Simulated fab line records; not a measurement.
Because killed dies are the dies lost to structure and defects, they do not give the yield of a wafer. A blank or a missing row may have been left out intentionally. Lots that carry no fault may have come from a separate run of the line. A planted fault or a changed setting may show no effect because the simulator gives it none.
Which tool is to blame?    flow sky130    Sampling: 13 lots, 38 wafers, 5 of 708 route steps

## WHAT EACH GAUGE READ, for each wafer
SKY_NWELL_OVL_MEAS_23. Usual: for NWELL_01_OVL the level is 0.1 nm and the standard deviation is 1.4.
lot   measured      on          NWELL_01_OVL (nm)  flag
L978  day 5 04:31   overlay-01  0.4 -0.5 0.9       
L979  day 5 11:10   overlay-02  -0.2 0.0 0.4       
L980  day 6 00:44   overlay-02  1.5 0.5 1.2        
L981  day 6 05:00   overlay-01  -0.7 0.5 -1.3      
L982  day 6 12:45   overlay-02  1.9 2.8 -0.4       
L983  day 6 16:56   overlay-01  0.6 1.5 0.5        
L984  day 6 22:06   overlay-02  1.8 -0.4 0.8       
L985  day 7 01:33   overlay-01  -1.8 -1.2 -1.1     
L986  day 7 09:51   overlay-01  -0.9 0.3 -3.0      
L990  day 8 08:22   overlay-01  -2.3 -1.8          
L997  day 10 04:46  overlay-02  2.7 1.0 0.8        
L999  day 10 14:40  overlay-02  2.9 2.0 -0.5       
L100  day 10 17:20  overlay-01  -0.9 -2.3 -1.6     

SKY_VT_ADJUST_HVTP_CD_MEAS_07: the cd target is 380 nm. Usual: cdNm reads 379.4 nm (standard deviation 2.3).
lot   measured      on        cdNm (nm)          flag
L978  day 5 23:47   cdSem-01  375.5 377.4 375.3  
L979  day 6 05:59   cdSem-01  377.7 377.7 377.8  
L980  day 6 20:18   cdSem-01  382.0 378.1 382.7  
L981  day 7 00:16   cdSem-01  377.7 381.2 380.8  
L982  day 7 09:08   cdSem-01  379.9 379.1 379.2  
L983  day 7 13:28   cdSem-02  377.3 377.5 378.6  
L984  day 7 18:59   cdSem-01  381.8 382.0 381.2  
L985  day 7 21:50   cdSem-02  379.0 377.9 379.2  
L986  day 8 06:23   cdSem-02  374.4 375.5 377.0  
L990  day 9 07:03   cdSem-02  258.0 382.3        OFF
L997  day 11 04:03  cdSem-02  385.2 382.0 384.9  
L999  day 11 14:30  cdSem-01  378.3 382.6 380.8  
L100  day 11 17:24  cdSem-01  376.7 377.7 378.1  

SKY_VT_ADJUST_LVTN_OVL_MEAS_07. Usual: for VT_ADJUST_LVTN_OVL the level is 0.1 nm and the standard deviation is 1.7.
lot   measured      on          VT_ADJUST_LVTN_OVL (nm)  flag
L978  day 6 18:31   overlay-01  -1.4 0.4 -0.5            
L979  day 7 01:13   overlay-02  3.5 1.1 2.0              
L980  day 7 16:28   overlay-01  -0.3 -0.1 0.5            
L981  day 7 20:05   overlay-01  -0.6 -0.2 -1.4           
L982  day 8 05:30   overlay-02  0.8 0.5 1.3              
L983  day 8 09:54   overlay-02  1.9 2.2 6.2              
L984  day 8 16:15   overlay-02  -1.6 -1.9 -0.8           
L985  day 8 19:09   overlay-01  -3.4 -1.7 -1.6           
L986  day 9 04:31   overlay-02  2.5 3.3 0.8              
L990  day 10 04:11  overlay-02  1.9 1.3                  
L997  day 12 04:26  overlay-01  1.5 2.9 -0.1             
L999  day 12 15:03  overlay-02  -0.5 -1.9 -1.4           
L100  day 12 17:49  overlay-01  -0.7 0.0 -1.0            

## WHAT TOOL EACH LOT RAN ON (gives the tool, then ch and the chambers of the sampled wafers, and finally the start)
lot   SKY_NWELL_STRIP_14                  SKY_VT_ADJUST_HVTP_DEVELOP_06
L978  plasmaAsher-01 ch 0,1, day 4 11:31  lithoTrack-03 ch 0, day 5 23:38
L979  plasmaAsher-02 ch 0,1, day 4 17:13  lithoTrack-01 ch 0, day 6 05:50
L980  plasmaAsher-01 ch 0,1, day 5 06:16  lithoTrack-04 ch 0, day 6 20:09
L981  plasmaAsher-02 ch 0,1, day 5 10:35  lithoTrack-01 ch 0, day 7 00:07
L982  plasmaAsher-01 ch 0,1, day 5 18:01  lithoTrack-01 ch 0, day 7 08:59
L983  plasmaAsher-03 ch 0,1, day 5 22:11  lithoTrack-04 ch 0, day 7 13:19
L984  plasmaAsher-01 ch 0,1, day 6 03:17  lithoTrack-03 ch 0, day 7 18:50
L985  plasmaAsher-01 ch 0,1, day 6 07:05  lithoTrack-01 ch 0, day 7 21:41
L986  plasmaAsher-01 ch 0,1, day 6 14:11  lithoTrack-03 ch 0, day 8 06:14
L990  plasmaAsher-03 ch 1, day 7 11:53    lithoTrack-03 ch 0, day 9 06:55
L997  plasmaAsher-02 ch 0,1, day 9 07:25  lithoTrack-04 ch 0, day 11 03:51
L999  plasmaAsher-02 ch 0,1, day 9 17:34  lithoTrack-04 ch 0, day 11 14:21
L100  plasmaAsher-01 ch 0,1, day 9 19:23  lithoTrack-04 ch 0, day 11 17:15
- SKY_NWELL_STRIP_14: strips in O2/N2.
- SKY_VT_ADJUST_HVTP_DEVELOP_06: develop time 60 s.

## WHAT THE TOOLS THEMSELVES READ (means of the sampled wafers that have a number; where no wafer has one, the mark that the record gives instead)
SKY_NWELL_STRIP_14. Usual: drypumpMotorCurrentA 5.33 A, standard deviation 0.24; n2FlowSccm 300.0 sccm, standard deviation 0.88; oesProductAu 0.723 a.u., standard deviation 0.0043; stripTimeToEndpointS 36.86 s, standard deviation 0.081.
lot   tool            drypumpMotorCurrentA (A)  n2FlowSccm (sccm)  oesProductAu (a.u.)  stripTimeToEndpointS (s)  flag
L978  plasmaAsher-01  5.28                      300.7              0.721                36.89                     
L979  plasmaAsher-02  5.31                      300.2              0.722                36.94                     
L980  plasmaAsher-01  5.41                      298.9              0.725                36.89                     
L981  plasmaAsher-02  5.31                      300.5              0.722                36.87                     
L982  plasmaAsher-01  5.40                      299.9              0.723                36.89                     
L983  plasmaAsher-03  5.12                      299.9              0.722                36.85                     
L984  plasmaAsher-01  5.29                      299.4              0.719                36.89                     
L985  plasmaAsher-01  5.29                      299.5              0.722                36.89                     
L986  plasmaAsher-01  5.43                      300.3              0.722                36.88                     
L990  plasmaAsher-03  4.92                      299.6              0.722                36.86                     
L997  plasmaAsher-02  5.31                      299.7              0.723                36.83                     
L999  plasmaAsher-02  5.49                      300.1              0.720                36.85                     
L100  plasmaAsher-01  5.30                      299.9              0.727                36.76                     

## THE ANSWER, worked out from the rows above alone
Rule: lot off if the mean of its wafers having a number is beyond 3 standard deviations from the usual mean. Also off: a lot with no number at a reading for which 4 or more lots have one. The other lots that the step has rows for count as sound. After the gauges, taken in route order, come the tools' own readings; for these a lot's mean is taken, as printed above. The first step at which some lot is off is used, and at that step the reading that is off furthest; a lot without a number counts as furthest.
Off: L990 (SKY_VT_ADJUST_HVTP_CD_MEAS_07, cdNm).
A tool fits if, at a process step before that reading, it ran every lot that is off, and no sound lot after the first of them. The gauges at SKY_VT_ADJUST_HVTP_CD_MEAS_07 are tried like those tools. This does not decide it: 2 tools fit, namely plasmaAsher-03 at SKY_NWELL_STRIP_14 and lithoTrack-03 at SKY_VT_ADJUST_HVTP_DEVELOP_06.

## WHAT THE SIMULATOR HAD INSERTED
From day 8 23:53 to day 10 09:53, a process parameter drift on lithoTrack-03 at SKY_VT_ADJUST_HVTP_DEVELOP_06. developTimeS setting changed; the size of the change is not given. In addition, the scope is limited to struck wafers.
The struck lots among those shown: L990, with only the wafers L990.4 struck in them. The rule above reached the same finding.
